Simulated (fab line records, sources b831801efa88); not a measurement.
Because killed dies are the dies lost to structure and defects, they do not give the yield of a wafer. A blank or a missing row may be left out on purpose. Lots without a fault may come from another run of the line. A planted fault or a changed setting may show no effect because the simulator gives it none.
Which tool is to blame? | flow gf180mcu | 12 lots with 36 wafers sampled at 5 steps, on a route of 602 steps

## WHAT EACH GAUGE READ, for each wafer
GF_V3_CD_MEAS_14 targets a cd of 260 nm.
lot  | measured     | on        | cd-nm (nm)
L344 | day 22 16:18 | cd-sem-02 | 261.4 262.8 262.9
L345 | day 22 17:05 | cd-sem-01 | 259.4 262.3 261.0
L346 | day 22 23:41 | cd-sem-01 | 261.0 261.1 262.4
L348 | day 25 20:51 | cd-sem-01 | 259.6 259.8 259.6
L349 | day 25 23:38 | cd-sem-02 | 259.6 259.8 260.4
L352 | day 26 03:09 | cd-sem-02 | 258.1 258.9 259.5
L351 | day 26 04:14 | cd-sem-01 | 258.9 259.0 259.9
L360 | day 28 17:08 | cd-sem-01 | 259.8 259.6 259.8
L362 | day 29 05:23 | cd-sem-02 | 257.2 256.4 258.1
L361 | day 29 05:53 | cd-sem-01 | 262.7 262.7 262.7
L365 | day 30 00:03 | cd-sem-02 | 259.7 260.7 261.3
L364 | day 30 00:14 | cd-sem-01 | 258.1 258.0 260.2

GF_V3_OVL_MEAS_15.
lot  | measured     | on         | V3_OVL (nm)
L344 | day 22 16:25 | overlay-02 | 1 -1 6
L345 | day 22 17:12 | overlay-01 | 5 -2 -4
L346 | day 22 23:48 | overlay-01 | 2 12 1
L348 | day 25 20:58 | overlay-02 | -3 2 3
L349 | day 25 23:45 | overlay-02 | 4 -2 -3
L352 | day 26 03:16 | overlay-02 | -1 6 0
L351 | day 26 04:21 | overlay-02 | 0 3 -4
L360 | day 28 17:15 | overlay-02 | 4 -10 2
L362 | day 29 05:30 | overlay-01 | 0 -4 -6
L361 | day 29 05:59 | overlay-02 | -3 3 7
L365 | day 30 00:10 | overlay-01 | 7 4 4
L364 | day 30 00:20 | overlay-02 | -4 -4 -3

## WHAT TOOL EACH LOT RAN ON (gives the tool, then ch and the chambers of the sampled wafers, and finally the start)
lot  | GF_V2_SPUTTER_22             | GF_M3_METAL_ETCH_16               | GF_M3_STRIP_17
L344 | pvd-sputter-04, day 20 13:50 | rie-metal-02 ch 0,1, day 21 14:56 | plasma-asher-02 ch 1, day 21 15:02
L345 | pvd-sputter-04, day 20 14:47 | rie-metal-03 ch 0,1, day 21 15:48 | plasma-asher-01 ch 0,1, day 21 15:55
L346 | pvd-sputter-03, day 20 22:00 | rie-metal-02 ch 1, day 21 22:53   | plasma-asher-03 ch 0,1, day 21 23:00
L348 | pvd-sputter-01, day 24 00:14 | rie-metal-01 ch 0,1, day 24 22:38 | plasma-asher-03 ch 0,1, day 24 22:45
L349 | pvd-sputter-03, day 24 03:52 | rie-metal-03 ch 0,1, day 25 02:01 | plasma-asher-02 ch 0,1, day 25 02:08
L352 | pvd-sputter-04, day 24 07:02 | rie-metal-03 ch 0, day 25 05:19   | plasma-asher-03 ch 0,1, day 25 05:30
L351 | pvd-sputter-04, day 24 08:53 | rie-metal-01 ch 0,1, day 25 06:32 | plasma-asher-02 ch 0,1, day 25 06:39
L360 | pvd-sputter-03, day 27 00:01 | rie-metal-03 ch 1, day 27 20:57   | plasma-asher-02 ch 0,1, day 27 21:11
L362 | pvd-sputter-01, day 27 14:01 | rie-metal-03 ch 0,1, day 28 09:47 | plasma-asher-03 ch 0,1, day 28 09:54
L361 | pvd-sputter-03, day 27 14:24 | rie-metal-01 ch 0,1, day 28 09:57 | plasma-asher-02 ch 0,1, day 28 10:04
L365 | pvd-sputter-03, day 28 09:14 | rie-metal-02 ch 0,1, day 29 05:00 | plasma-asher-01 ch 0, day 29 05:07
L364 | pvd-sputter-04, day 28 09:34 | rie-metal-01 ch 0,1, day 29 05:21 | plasma-asher-02 ch 0,1, day 29 05:28
- GF_V2_SPUTTER_22: material TiN, target thk 10 nm, time 40 s.
- GF_M3_METAL_ETCH_16: etches the open film in Cl2/BCl3, stops on SiO2, target depth 627.5 nm, time 104.6 s.
- GF_M3_STRIP_17: strips in O2/N2.

## AS READ BY THE TOOLS THEMSELVES (means over the sampled wafers that have a number; for cases with no such wafer, the mark the record gives instead)
GF_V2_SPUTTER_22.
lot  | tool           | cathode-dc-power-W (W) | throttle-valve-pct (%)
L344 | pvd-sputter-04 | 4000.1                 | 30.7
L345 | pvd-sputter-04 | 4000.8                 | 30.1
L346 | pvd-sputter-03 | 3999.9                 | 31.1
L348 | pvd-sputter-01 | 4000.1                 | 29.8
L349 | pvd-sputter-03 | 4000.1                 | 30.1
L352 | pvd-sputter-04 | 3999.7                 | 30.7
L351 | pvd-sputter-04 | 4000.0                 | 30.6
L360 | pvd-sputter-03 | 3999.9                 | 30.6
L362 | pvd-sputter-01 | 4001.4                 | 29.5
L361 | pvd-sputter-03 | 4000.6                 | 31.0
L365 | pvd-sputter-03 | 3999.6                 | 30.6
L364 | pvd-sputter-04 | 3999.7                 | 30.2

GF_M3_METAL_ETCH_16.
lot  | tool         | drypump-motor-current-A (A) | oes-product-au (a.u.) | throttle-valve-pct (%)
L344 | rie-metal-02 | 6.4                         | 0.973                 | 28.255
L345 | rie-metal-03 | 5.8                         | 0.970                 | 28.258
L346 | rie-metal-02 | 6.4                         | 0.978                 | 28.256
L348 | rie-metal-01 | 5.8                         | 0.975                 | 28.250
L349 | rie-metal-03 | 5.9                         | 0.972                 | 28.243
L352 | rie-metal-03 | 5.6                         | 0.974                 | 28.250
L351 | rie-metal-01 | 5.8                         | 0.971                 | 28.248
L360 | rie-metal-03 | 6.1                         | 0.973                 | 28.254
L362 | rie-metal-03 | 5.8                         | 0.978                 | 28.242
L361 | rie-metal-01 | 5.4                         | 0.968                 | 28.256
L365 | rie-metal-02 | 6.4                         | 0.969                 | 28.250
L364 | rie-metal-01 | 5.4                         | 0.966                 | 28.253

GF_M3_STRIP_17.
lot  | tool            | drypump-motor-current-A (A) | heater-power-w (W) | oes-product-au (a.u.) | strip-time-to-endpoint-s (s)
L344 | plasma-asher-02 | 6.12                        | 331                | 0.562                 | 7.91
L345 | plasma-asher-01 | 5.57                        | 329                | 0.555                 | 7.88
L346 | plasma-asher-03 | 5.51                        | 261                | 0.554                 | 7.83
L348 | plasma-asher-03 | 5.69                        | 258                | 0.554                 | 7.90
L349 | plasma-asher-02 | 6.05                        | 321                | 0.554                 | 7.88
L352 | plasma-asher-03 | 5.52                        | 265                | 0.555                 | 7.80
L351 | plasma-asher-02 | 6.04                        | 323                | 0.559                 | 7.83
L360 | plasma-asher-02 | 5.97                        | 314                | 0.518                 | 6.89
L362 | plasma-asher-03 | 5.49                        | 263                | 0.534                 | 7.34
L361 | plasma-asher-02 | 5.96                        | 318                | 0.554                 | 7.84
L365 | plasma-asher-01 | 5.39                        | 335                | 0.555                 | 7.86
L364 | plasma-asher-02 | 6.05                        | 328                | 0.556                 | 7.84

## THE ANSWER, worked out from the rows above alone
Rule: what is usual is taken from the lots themselves. The widest of any qualifying gaps counts: lots, ordered by their means at a reading, are off when they make up no more than a third of the lots, leave a main group of 4 or more, and stand apart from it by 3 or more times the standard deviation of that group's means. If all means in a main group match to the digits the tables above print for the reading, that group is not used. Also off: a lot with no number at a reading for which 4 or more lots have one. The other lots that the step has rows for count as sound. After the gauges, taken in route order, come the tools' own readings; for these a lot's mean is taken, as printed above. At the first step where some lot is off, the reading lying furthest off is the one used; lots without a number count as furthest.
Off at GF_M3_STRIP_17 (strip-time-to-endpoint-s): L360, L362. The main group: mean 7.86 s, standard deviation 0.033.
A tool fits if, at that step or a process step before it, it ran every lot that is off, and no sound lot after the first of them. One candidate fits, namely rie-metal-03 at GF_M3_METAL_ETCH_16. A fault onset in the window from L352 (day 25 05:19, its last sound lot) to L360 (day 27 20:57, its first lot off) fits.

## WHAT THE SIMULATOR PUT IN
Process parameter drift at GF_M3_METAL_ETCH_16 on rie-metal-03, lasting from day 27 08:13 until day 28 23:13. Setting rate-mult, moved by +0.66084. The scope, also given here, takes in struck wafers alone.
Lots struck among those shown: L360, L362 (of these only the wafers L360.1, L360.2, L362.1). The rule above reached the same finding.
